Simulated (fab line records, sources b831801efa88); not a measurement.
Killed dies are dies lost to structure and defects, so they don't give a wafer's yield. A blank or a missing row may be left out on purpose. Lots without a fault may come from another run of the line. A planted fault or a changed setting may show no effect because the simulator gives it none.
Problem report in the 8D (eight disciplines) form, filled by code | flow gf180mcu | the parts of the form that need people (team, actions taken, sign-off) are left out

1. THE PROBLEM
cd_nm at GF_HV_LDD_CD_MEAS_31 reads a mean of 385.7 nm on 6 wafers of 2 lots; wafers without a fault read 400.4 nm with a standard deviation of 2. That is -7.4 standard deviations from the usual mean.
The step: target cd 400 nm.
First seen on wafer L479.2, day 17 08:20, on cd_sem-01. The record holds 39 wafers of 13 lots with a number at this step. Rule for "out", or "out of limits": more than 4 standard deviations from the usual mean. The other wafers with a number count as sound.

2. WHAT IT IS AND WHAT IT IS NOT
question                    | is                     | is not
which readings at this step | cd_nm                  | -
which lots                  | L479, L480             | L464, L465, L467, L468, L469, L470, L472, L473, L477, L478, L483
which wafers of those lots  | all that have a number | -
read on which gauges        | cd_sem-01              | cd_sem-02
when                        | from day 17 08:20      | up to then (30 sound wafers); but 3 sound wafers of L483 came after

3. SUSPECTS, AND WHAT RULES EACH OUT
Counting: a tool at a process step up to the reading stays a suspect if it ran every lot that is out and no sound lot after the first of them.
- the gauge at GF_HV_LDD_CD_MEAS_31: ruled out. All the wafers that are out were read on cd_sem-01, but those of them that GF_HV_LDD_EXPOSE_28 has rows for are out there too, on other tools.
- iline_stepper-01 at GF_HV_LDD_EXPOSE_28 (exposes mask Nplus HV AREA, target cd 400 nm): kept. It ran every lot that is out, first L479 (day 16 20:37), and no sound lot after that; its last sound lot up to then is L478 (day 16 16:18). Its own readings are out on those wafers: exposure_dose_mJ_cm2.
Left after counting: iline_stepper-01 at GF_HV_LDD_EXPOSE_28.

4. THE CAUSE (what the simulator had put in)
Process parameter drift: iline_stepper-01, from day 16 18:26 on, at GF_HV_LDD_EXPOSE_28. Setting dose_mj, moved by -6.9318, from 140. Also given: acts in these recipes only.
Counting left only this tool.

5. THE CHAIN OF EFFECTS, in route order
Each row: a reading whose mean over the struck wafers that have a number lies more than 3 standard deviations from the usual. Only readings for which the record gives a usual standard deviation are gone through. hours: the time from each lot's start at the first step in this table that gives one to its start at this step, as a median over the lots. sigmas: the change in usual standard deviations.
hours | step                 | reading              | usual    | on struck wafers | change | sigmas
0     | GF_HV_LDD_EXPOSE_28  | exposure_dose_mJ_cm2 | 139.98   | 132.95           | -7.03  | -54
12    | GF_HV_LDD_CD_MEAS_31 | cd_nm                | 400.4 nm | 385.7            | -14.7  | -7.4
The process steps in it:
- GF_HV_LDD_EXPOSE_28: exposes mask Nplus HV AREA, target cd 400 nm.
Later measuring or inspecting steps at which every struck wafer that the step has a row for has a number for every such reading, and none has moved that far: GF_SAB_THK_MEAS_01, GF_M1_RS_MEAS_05.

6. WHAT WOULD HAVE CAUGHT IT SOONER
In this record the first reading out of limits at a measuring or inspecting step was taken at day 17 08:20, 14 hours after the fault began at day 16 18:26.
The tool's own readings at GF_HV_LDD_EXPOSE_28 were out on every struck wafer that the step has a row for (exposure_dose_mJ_cm2): an alarm limit on them would have fired on the first of those.
All the lots that are out (2) had begun GF_HV_LDD_EXPOSE_28 on iline_stepper-01 by day 17 08:20. A hold on the tool at that time would have spared none of them.
